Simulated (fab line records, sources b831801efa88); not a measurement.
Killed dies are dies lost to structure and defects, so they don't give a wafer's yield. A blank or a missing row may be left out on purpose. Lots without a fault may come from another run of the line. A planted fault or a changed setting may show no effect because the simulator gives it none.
fab line records | flow sky130
record lots=24 wafers=72 last_day=50
route steps=708 shown CONTACT@411 VIA1@472 CAPM@549 CAP2M@603 METAL5@662
lots that met no fault: from a run of the same line without faults
start_h: hours from the record's first day to the start of the lot's first wafer shown | wait_h: hours since the lot's step before | " the same as in the row above | L1.1+2: a row that stands for several wafers | - no value, or no start given | * or withheld: withheld | < > ~ a bound
route shown NAME@n: a module of which the file shows steps, and the number in the route of the first | usual: mean/standard deviation of fault-free wafers | same: alike in all rows | chamber/n: place in a boat | sites: the reading at each site | _std_site: their standard deviation | _edge_site: outer sites' mean less inner sites' | radius_mm: how far each site lies from the wafer's centre | mask NAME#n: copy n | behind: the tool/chamber that last shaped the wafer | hold: why the lot was held/for how many hours/how that ended | device: the transistor (n, p or np) that didn't switch | end of line: the same wafers' tests at the end of the route | a step without rows: its recipe alone | killed: dies lost to structure and defects at the first sort, not the wafer's yield | map: a wafer's dies, x killed, . not, _ none there
set.NAME: the setting as run; set.NAME@STEP: as run at that earlier step | model.NAME: the simulator's own value behind a step, which no gauge read
steps of the route over a sample of lots; a table a step, a row a wafer
services: from which hour (start_h, from the record's first day; less than 0 if before it) a tool's chamber was out of use, for how many hours, and why
## steps
# step SKY_CONTACT_BOW_MEAS_05
# recipe mode=bow
# usual CONTACT_BOW=85/6.6
# columns lot.wafer tool chamber start_h wait_h CONTACT_BOW[um]
L074.1 film_metro-02 - 722.71 0.2 96
L074.4 " - " " 86
L074.6 " - " " 84
L075.2 film_metro-02 - 725.81 0.3 84
L075.3 " - " " 75
L075.6 " - " " 76
L076.3 film_metro-01 - 737.26 0.2 86
L076.5 " - " " 98
L076.6 " - " " 90
L077.3 film_metro-02 - 749.44 0.2 70
L077.4 " - " " 80
L077.5 " - " " 83
L079.1 film_metro-03 - 761.03 0.1 90
L079.4 " - " " 84
L079.6 " - " " 74
L078.1 film_metro-03 - 762.51 0.2 91
L078.4 " - " " 84
L078.6 " - " " 87
L080.2 film_metro-03 - 770.02 0.3 78
L080.4 " - " " 86
L080.6 " - " " 75
L081.2 film_metro-02 - 770.99 0.2 89
L081.3 " - " " 92
L081.5 " - " " 76
L082.2 film_metro-01 - 776.48 0.3 88
L082.5 " - " " 86
L082.6 " - " " 78
L084.4 film_metro-01 - 790.98 0.3 88
L084.5 " - " " 86
L084.6 " - " " 87
L083.2 film_metro-01 - 792.79 0.2 76
L083.5 " - " " 94
L083.6 " - " " 75
L085.1 film_metro-02 - 801.15 0.1 88
L085.5 " - " " 81
L085.6 " - " " 80
L086.2 film_metro-01 - 803.81 0.2 84
L086.5 " - " " 88
L086.6 " - " " 83
L087.2 film_metro-02 - 804.11 0.1 86
L087.3 " - " " 84
L087.4 " - " " 87
L088.1 film_metro-02 - 814.00 0.2 81
L088.2 " - " " 67
L088.3 " - " " 82
L089.3 film_metro-03 - 819.01 0.3 89
L089.4 " - " " 89
L089.5 " - " " 88
L090.2 film_metro-03 - 828.34 0.2 77
L090.3 " - " " 86
L090.5 " - " " 84
L091.1 film_metro-01 - 830.71 0.2 89
L091.3 " - " " 83
L091.6 " - " " 93
L092.2 film_metro-02 - 842.76 0.2 77
L092.3 " - " " 75
L092.4 " - " " 85
L093.1 film_metro-01 - 848.86 0.1 89
L093.3 " - " " 98
L093.5 " - " " 93
L094.2 film_metro-01 - 854.36 0.2 86
L094.3 " - " " 89
L094.5 " - " " 86
L095.1 film_metro-02 - 867.27 0.2 85
L095.3 " - " " 88
L095.6 " - " " 76
L096.1 film_metro-01 - 867.94 0.2 87
L096.3 " - " " 90
L096.4 " - " " 78
L097.1 film_metro-01 - 876.30 0.1 84
L097.3 " - " " 87
L097.4 " - " " 78
# step SKY_CONTACT_SPUTTER_23
# recipe material=TiN target_thk_nm=20 chamber_pressure_pa=5 power_w=4000 time_s=80
# usual throttle_valve_pct=30.3/1.5
# columns lot.wafer tool chamber start_h wait_h throttle_valve_pct
L074.1 pvd_sputter-02 - 750.60 0.0 33.1
L074.4 " - " " 32.2
L074.6 " - " " 32.2
L075.2 pvd_sputter-02 - 753.61 0.0 30.6
L075.3 " - " " 32.9
L075.6 " - " " 29.5
L076.3 pvd_sputter-02 - 765.83 0.0 31.9
L076.5 " - " " 30.5
L076.6 " - " " 32.1
L077.3 pvd_sputter-03 - 777.64 0.0 30.4
L077.4 " - " " 30.3
L077.5 " - " " 27.9
L079.1 pvd_sputter-04 - 788.31 0.0 29.4
L079.4 " - " " 27.9
L079.6 " - " " 28.0
L078.1 pvd_sputter-04 - 789.84 0.0 29.8
L078.4 " - " " 29.4
L078.6 " - " " 30.7
L080.2 pvd_sputter-03 - 797.78 0.0 30.5
L080.4 " - " " 28.1
L080.6 " - " " 29.2
L081.2 pvd_sputter-02 - 799.13 0.0 30.6
L081.3 " - " " 32.9
L081.5 " - " " 32.0
L082.2 pvd_sputter-02 - 802.84 0.0 29.6
L082.5 " - " " 31.9
L082.6 " - " " 30.7
L084.4 pvd_sputter-02 - 817.42 0.0 32.9
L084.5 " - " " 29.8
L084.6 " - " " 30.8
L083.2 pvd_sputter-03 - 819.67 0.0 30.2
L083.5 " - " " 30.6
L083.6 " - " " 28.0
L085.1 pvd_sputter-02 - 828.17 0.0 31.7
L085.5 " - " " 30.6
L085.6 " - " " 32.2
L086.2 pvd_sputter-04 - 831.21 0.0 29.4
L086.5 " - " " 30.8
L086.6 " - " " 29.5
L087.2 pvd_sputter-03 - 831.35 0.0 30.5
L087.3 " - " " 29.1
L087.4 " - " " 27.9
L088.1 pvd_sputter-02 - 840.55 0.0 32.0
L088.2 " - " " 29.4
L088.3 " - " " 30.4
L089.3 pvd_sputter-02 - 846.09 0.0 29.5
L089.4 " - " " 30.4
L089.5 " - " " 32.8
L090.2 pvd_sputter-02 - 854.44 0.0 33.1
L090.3 " - " " 32.0
L090.5 " - " " 32.2
L091.1 pvd_sputter-03 - 857.08 0.0 27.9
L091.3 " - " " 30.3
L091.6 " - " " 29.0
L092.2 pvd_sputter-03 - 869.33 0.0 28.1
L092.3 " - " " 30.1
L092.4 " - " " 30.4
L093.1 pvd_sputter-03 - 875.44 0.0 30.5
L093.3 " - " " 30.3
L093.5 " - " " 30.3
L094.2 pvd_sputter-04 - 880.07 0.0 29.4
L094.3 " - " " 30.8
L094.5 " - " " 29.7
L095.1 pvd_sputter-04 - 893.54 0.0 30.8
L095.3 " - " " 29.5
L095.6 " - " " 28.3
L096.1 pvd_sputter-03 - 894.45 0.0 29.2
L096.3 " - " " 30.3
L096.4 " - " " 27.9
L097.1 pvd_sputter-02 - 901.94 0.0 32.3
L097.3 " - " " 30.5
L097.4 " - " " 29.3
# step SKY_VIA1_ETCH_14
# recipe chemistry=N2/H2 target=BARC ion_energy_ev=200 source_w=500 bias_w=100 pressure_mtorr=30 n2_flow_sccm=100 h2_flow_sccm=200 stop_on=SiO2 time_s=45.9 target_depth_a=600
# usual drypump_motor_current_A=5.9/0.41 oes_product_au=0.854/0.0053 throttle_valve_pct=13.223/0.0096
# columns lot.wafer tool chamber start_h wait_h drypump_motor_current_A oes_product_au rf_hours_counter_h throttle_valve_pct
L074.1 rie_diel-03 0 806.79 0.0 6.6 0.848 9 13.212
L074.4 " 2 " " 5.6 0.854 14 13.226
L074.6 " 2 " " 5.6 0.856 - 13.220
L075.2 rie_diel-01 2 809.54 0.0 5.3 0.840 12 13.226
L075.3 " 0 " " 6.2 0.851 19 13.235
L075.6 " 2 " " 5.3 0.853 - 13.212
L076.3 rie_diel-03 2 821.19 0.0 5.5 0.858 15 13.212
L076.5 " 2 " " 5.5 0.863 - 13.230
L076.6 " 1 " " 6.3 0.855 - 13.222
L077.3 rie_diel-03 0 832.59 0.0 6.6 0.852 10 13.230
L077.4 " 2 " " 5.5 0.864 15 13.238
L077.5 " 0 " " 6.6 0.856 - 13.218
L079.1 rie_diel-04 1 843.74 0.0 5.6 0.856 1 13.230
L079.4 " 2 " " 5.6 0.864 11 13.227
L079.6 " 3 " " 5.4 0.862 - 13.211
L078.1 rie_diel-01 0 844.22 0.0 6.2 0.849 20 13.235
L078.4 " 1 " " 6.1 0.855 22 13.215
L078.6 " 2 " " 5.3 0.853 - 13.235
L080.2 rie_diel-03 2 851.69 0.0 5.5 0.853 16 13.212
L080.4 " 0 " " 6.7 0.859 11 13.217
L080.6 " 0 " " 6.7 0.864 - 13.231
L081.2 rie_diel-04 3 853.74 0.0 5.3 0.864 7 13.228
L081.3 " 0 " " 5.5 0.850 1 13.224
L081.5 " 3 " " 5.4 0.849 - 13.227
L082.2 rie_diel-01 2 857.04 0.0 5.3 0.854 13 13.214
L082.5 " 1 " " 6.2 0.852 - 13.213
L082.6 " 2 " " 5.3 0.851 - 13.233
L084.4 rie_diel-04 3 870.99 0.0 5.3 0.860 8 13.231
L084.5 " 0 " " 5.5 0.852 - 13.219
L084.6 " 1 " " 5.6 0.850 - 13.217
L083.2 rie_diel-04 3 873.14 0.0 5.4 0.860 8 13.235
L083.5 " 3 " " 5.4 0.857 - 13.229
L083.6 " 2 " " 5.6 0.851 - 13.233
L085.1 rie_diel-04 0 882.04 0.0 5.5 0.858 1 13.238
L085.5 " 1 " " 5.6 0.852 - 13.222
L085.6 " 2 " " 5.6 0.848 - 13.228
L086.2 rie_diel-03 3 883.69 0.0 6.2 0.858 22 13.225
L086.5 " 3 " " 6.1 0.857 - 13.222
L086.6 " 2 " " 5.5 0.851 - 13.221
L087.2 rie_diel-04 2 884.01 0.0 5.6 0.856 12 13.212
L087.3 " 0 " " 5.5 0.852 1 13.226
L087.4 " 3 " " 5.4 0.854 8 13.220
L088.1 rie_diel-01 3 893.17 0.0 6.0 0.852 14 13.209
L088.2 " 1 " " 6.1 0.858 24 13.222
L088.3 " 2 " " 5.3 0.853 15 13.231
L089.3 rie_diel-01 3 899.59 0.0 6.0 0.854 14 13.219
L089.4 " 3 " " 6.0 0.856 - 13.229
L089.5 " 1 " " 6.1 0.854 - 13.200
L090.2 rie_diel-03 2 905.99 0.0 5.5 0.854 17 13.221
L090.3 " 0 " " 6.6 0.850 13 13.217
L090.5 " 1 " " 6.2 0.855 - 13.227
L091.1 rie_diel-03 2 909.79 0.0 5.5 0.856 17 13.220
L091.3 " 0 " " 6.6 0.855 13 13.222
L091.6 " 1 " " 6.3 0.864 - 13.235
L092.2 rie_diel-03 0 921.77 0.0 6.7 0.856 13 13.217
L092.3 " 3 " " 6.1 0.850 23 13.226
L092.4 " 1 " " 6.3 0.852 16 13.242
L093.1 rie_diel-04 2 927.75 0.0 5.6 0.859 13 13.248
L093.3 " 0 " " 5.6 0.850 2 13.214
L093.5 " 1 " " 5.5 0.843 - 13.233
L094.2 rie_diel-03 1 931.39 0.0 6.3 0.853 17 13.218
L094.3 " 3 " " 6.1 0.849 24 13.210
L094.5 " 2 " " 5.5 0.864 - 13.225
L095.1 rie_diel-01 2 946.59 0.0 5.3 0.858 17 13.239
L095.3 " 1 " " 6.2 0.848 26 13.217
L095.6 " 0 " " 6.2 0.858 - 13.239
L096.1 rie_diel-03 1 946.94 0.0 6.3 0.855 17 13.225
L096.3 " 3 " " 6.1 0.854 24 13.241
L096.4 " 0 " " 6.6 0.851 14 13.213
L097.1 rie_diel-04 0 953.67 0.0 5.5 0.851 3 13.230
L097.3 " 1 " " 5.6 0.858 3 13.219
L097.4 " 3 " " 5.4 0.852 10 13.218
# step SKY_CAPM_OVL_MEAS_12
# usual CAPM_OVL=-0.8/1.5
# columns lot.wafer tool chamber start_h wait_h CAPM_OVL[nm]
L074.1 overlay-02 - 888.96 0.1 0.7
L074.4 " - " " -2.0
L074.6 " - " " -1.5
L075.2 overlay-02 - 890.82 0.1 -1.4
L075.3 " - " " -0.6
L075.6 " - " " 1.6
L076.3 overlay-01 - 902.97 0.1 0.9
L076.5 " - " " -1.6
L076.6 " - " " -3.0
L077.3 overlay-02 - 912.82 0.1 -0.3
L077.4 " - " " 0.9
L077.5 " - " " 1.9
L078.1 overlay-02 - 922.86 0.1 0.7
L078.4 " - " " 0.3
L078.6 " - " " 1.2
L079.1 overlay-02 - 923.47 0.1 -1.5
L079.4 " - " " -2.6
L079.6 " - " " -2.0
L080.2 overlay-01 - 931.02 0.1 -3.4
L080.4 " - " " -1.3
L080.6 " - " " -1.6
L081.2 overlay-01 - 932.98 0.1 -1.6
L081.3 " - " " 0.2
L081.5 " - " " -0.1
L082.2 overlay-01 - 936.98 0.1 -0.7
L082.5 " - " " 0.1
L082.6 " - " " -2.0
L084.4 overlay-02 - 948.85 0.1 -2.1
L084.5 " - " " -2.2
L084.6 " - " " -0.5
L083.2 overlay-02 - 952.24 0.1 -3.7
L083.5 " - " " -1.7
L083.6 " - " " -2.8
L085.1 overlay-01 - 959.67 0.1 -3.4
L085.5 " - " " -1.4
L085.6 " - " " -0.2
L086.2 overlay-01 - 961.79 0.1 1.2
L086.5 " - " " 2.5
L086.6 " - " " -0.4
L087.2 overlay-02 - 962.39 0.1 0.8
L087.3 " - " " -0.7
L087.4 " - " " 1.1
L088.1 overlay-02 - 972.23 0.1 0.9
L088.2 " - " " -0.1
L088.3 " - " " -0.8
L089.3 overlay-01 - 977.07 0.1 0.2
L089.4 " - " " -0.4
L089.5 " - " " -0.2
L090.2 overlay-02 - 984.02 0.1 -0.5
L090.3 " - " " -0.8
L090.5 " - " " -0.7
L091.1 overlay-01 - 987.52 0.1 -2.0
L091.3 " - " " -3.9
L091.6 " - " " -2.3
L092.2 overlay-01 - 997.34 0.1 -2.5
L092.3 " - " " -1.7
L092.4 " - " " -0.8
L093.1 overlay-01 - 1004.43 0.1 1.1
L093.3 " - " " 0.9
L093.5 " - " " 1.2
L094.2 overlay-01 - 1008.49 0.1 -2.7
L094.3 " - " " -4.3
L094.5 " - " " -3.0
L095.1 overlay-02 - 1022.02 0.1 1.9
L095.3 " - " " 0.0
L095.6 " - " " 2.0
L096.1 overlay-01 - 1022.83 0.1 -1.0
L096.3 " - " " -1.0
L096.4 " - " " -2.4
L097.1 overlay-01 - 1028.87 0.1 1.3
L097.3 " - " " -1.2
L097.4 " - " " -1.0
# step SKY_CAP2M_CVD_00
# recipe material=SiO2 target_thk_nm=15.5 temp_c=400 time_s=withheld rf_w=450
# usual heater_power_w=707/95 susceptor_temp_C=399.98/0.24
# columns lot.wafer tool chamber start_h wait_h heater_power_w susceptor_temp_C
L074.1 pecvd-04 1 941.60 0.0 671 400.11
L074.4 " 0 " " 735 399.90
L074.6 " 2 " " 608 399.99
L075.2 pecvd-03 1 944.64 0.0 861 400.01
L075.3 " 2 " " 627 400.42
L075.6 " 0 " " 654 399.46
L076.3 pecvd-04 1 955.74 0.0 610 400.10
L076.5 " 1 " " 603 399.79
L076.6 " 2 " " 665 399.96
L077.3 pecvd-02 1 966.31 0.0 782 399.94
L077.4 " 0 " " 863 399.88
L077.5 " 1 " " 793 400.13
L078.1 pecvd-03 2 975.35 0.0 611 399.57
L078.4 " 0 " " 619 399.79
L078.6 " 2 " " 630 399.18
L079.1 pecvd-04 2 976.85 0.0 610 399.96
L079.4 " 1 " " 602 399.48
L079.6 " 0 " " 649 399.78
L080.2 pecvd-04 2 984.29 0.0 684 400.10
L080.4 " 0 " " 677 400.10
L080.6 " 1 " " 661 399.93
L081.2 pecvd-03 2 985.65 0.0 537 400.04
L081.3 " 0 " " 723 400.08
L081.5 " 0 " " 729 400.34
L082.2 pecvd-03 0 989.29 0.0 640 400.02
L082.5 " 2 " " 592 399.71
L082.6 " 0 " " 646 400.07
L084.4 pecvd-03 0 1000.52 0.0 668 400.20
L084.5 " 1 " " 854 399.55
L084.6 " 2 " " 650 400.15
L083.2 pecvd-04 2 1003.69 0.0 654 399.99
L083.5 " 1 " " 668 399.86
L083.6 " 0 " " 671 400.08
L085.1 pecvd-04 0 1011.10 0.0 726 400.00
L085.5 " 0 " " 715 400.23
L085.6 " 2 " " 664 400.02
L086.2 pecvd-02 2 1012.38 0.0 867 400.23
L086.5 " 0 " " 763 400.25
L086.6 " 2 " " 889 400.51
L087.2 pecvd-03 0 1013.29 0.0 703 400.15
L087.3 " 1 " " 867 400.09
L087.4 " 2 " " 559 399.93
L088.1 pecvd-02 2 1021.71 0.0 902 400.17
L088.2 " 0 " " 727 400.22
L088.3 " 0 " " 741 400.22
L089.3 pecvd-03 1 1027.29 0.0 832 399.79
L089.4 " 1 " " 834 400.10
L089.5 " 2 " " 659 400.21
L090.2 pecvd-04 1 1033.01 0.0 611 399.98
L090.3 " 0 " " 637 400.05
L090.5 " 2 " " 625 399.84
L091.1 pecvd-03 0 1037.66 0.0 731 400.08
L091.3 " 2 " " 632 399.88
L091.6 " 1 " " 746 399.96
L092.2 pecvd-02 1 1046.21 0.0 736 399.97
L092.3 " 0 " " 874 399.75
L092.4 " 2 " " 746 399.94
L093.1 pecvd-02 1 1052.69 0.0 640 400.18
L093.3 " 2 " " 798 399.99
L093.5 " 0 " " 708 400.34
L094.2 pecvd-03 0 1057.78 0.0 704 399.92
L094.3 " 2 " " 609 399.88
L094.5 " 2 " " 609 399.78
L095.1 pecvd-03 2 1070.07 0.0 583 400.04
L095.3 " 1 " " 822 400.10
L095.6 " 2 " " 595 400.14
L096.1 pecvd-04 2 1070.59 0.0 655 399.72
L096.3 " 1 " " 632 400.39
L096.4 " 2 " " 659 400.19
L097.1 pecvd-04 1 1076.64 0.0 634 399.91
L097.3 " 2 " " 663 399.63
L097.4 " 1 " " 637 399.89
# step SKY_METAL5_SPUTTER_01
# recipe material=TiN target_thk_nm=20 power_w=6500 time_s=16.7 chamber_pressure_pa=0.4
# usual throttle_valve_pct=29.6/0.81
# columns lot.wafer tool chamber start_h wait_h throttle_valve_pct
L074.1 pvd_sputter-04 - 1018.08 0.0 30.9
L074.4 " - " " 29.6
L074.6 " - " " 29.4
L075.2 pvd_sputter-03 - 1018.80 0.0 30.3
L075.3 " - " " 28.0
L075.6 " - " " 27.9
L076.3 pvd_sputter-01 - 1030.00 0.0 30.1
L076.5 " - " " 29.4
L076.6 " - " " 29.4
L077.3 pvd_sputter-01 - 1039.06 0.0 29.4
L077.4 " - " " 29.7
L077.5 " - " " 29.6
L078.1 pvd_sputter-04 - 1047.74 0.0 29.7
L078.4 " - " " 30.8
L078.6 " - " " 28.3
L079.1 pvd_sputter-03 - 1048.85 0.0 28.1
L079.4 " - " " 30.3
L079.6 " - " " 30.3
L080.2 pvd_sputter-01 - 1055.81 0.0 29.9
L080.4 " - " " 29.3
L080.6 " - " " 29.6
L081.2 pvd_sputter-04 - 1057.95 0.0 29.7
L081.3 " - " " 29.5
L081.5 " - " " 29.4
L082.2 pvd_sputter-03 - 1060.85 0.0 28.0
L082.5 " - " " 29.4
L082.6 " - " " 30.4
L084.4 pvd_sputter-01 - 1070.90 0.0 29.5
L084.5 " - " " 30.4
L084.6 " - " " 29.9
L083.2 pvd_sputter-03 - 1072.95 0.0 30.6
L083.5 " - " " 30.3
L083.6 " - " " 28.1
L085.1 pvd_sputter-01 - 1081.51 0.0 29.8
L085.5 " - " " 29.6
L085.6 " - " " 30.2
L086.2 pvd_sputter-03 - 1081.84 0.0 30.2
L086.5 " - " " 29.1
L086.6 " - " " 28.1
L087.2 pvd_sputter-03 - 1083.19 0.0 30.2
L087.3 " - " " 28.0
L087.4 " - " " 29.1
L088.1 pvd_sputter-03 - 1090.33 0.0 30.2
L088.2 " - " " 29.5
L088.3 " - " " 28.2
L089.3 pvd_sputter-01 - 1095.95 0.0 29.3
L089.4 " - " " 29.8
L089.5 " - " " 29.5
L090.2 pvd_sputter-01 - 1102.10 0.0 29.6
L090.3 " - " " 29.8
L090.5 " - " " 30.3
L091.1 pvd_sputter-04 - 1105.43 0.0 30.9
L091.3 " - " " 28.2
L091.6 " - " " 30.7
L092.2 pvd_sputter-03 - 1112.71 0.0 29.0
L092.3 " - " " 30.3
L092.4 " - " " 30.4
L093.1 pvd_sputter-03 - 1121.15 0.0 29.1
L093.3 " - " " 28.0
L093.5 " - " " 28.0
L094.2 pvd_sputter-01 - 1124.51 0.0 29.7
L094.3 " - " " 29.5
L094.5 " - " " 30.4
L095.1 pvd_sputter-01 - 1135.15 0.0 29.8
L095.3 " - " " 29.2
L095.6 " - " " 29.4
L096.1 pvd_sputter-04 - 1136.51 0.0 29.5
L096.3 " - " " 30.7
L096.4 " - " " 27.7
L097.1 pvd_sputter-03 - 1141.14 0.0 28.2
L097.3 " - " " 29.4
L097.4 " - " " 30.3
## services
# columns tool chamber start_h hours kind
pecvd-03 - 727.15 0.3 repair
pecvd-04 0 727.56 11.7 repair
pecvd-04 2 738.80 10.3 repair
pvd_sputter-04 - 740.27 6.1 repair
pecvd-04 - 758.77 3.2 repair
pecvd-04 - 784.01 1.1 repair
rie_diel-03 2 789.80 3.1 repair
pvd_sputter-02 - 796.10 2.3 repair
pecvd-03 - 798.61 4.0 repair
pvd_sputter-03 - 865.21 0.6 repair
pecvd-03 - 874.76 1.1 repair
pvd_sputter-04 - 890.47 2.5 repair
pecvd-03 - 892.25 6.0 pm
pecvd-03 2 901.11 8.0 repair
pecvd-03 - 928.58 2.5 repair
pvd_sputter-03 - 939.12 3.3 repair
pvd_sputter-02 - 981.83 1.2 repair
rie_diel-03 1 982.64 3.1 repair
pvd_sputter-03 - 1003.83 3.1 repair
rie_diel-03 1 1012.42 6.3 repair
pvd_sputter-02 - 1022.76 20.8 repair
pvd_sputter-02 - 1029.95 13.0 repair
pvd_sputter-04 - 1030.55 2.2 repair
pecvd-03 - 1050.69 2.8 pm
## key
fault none
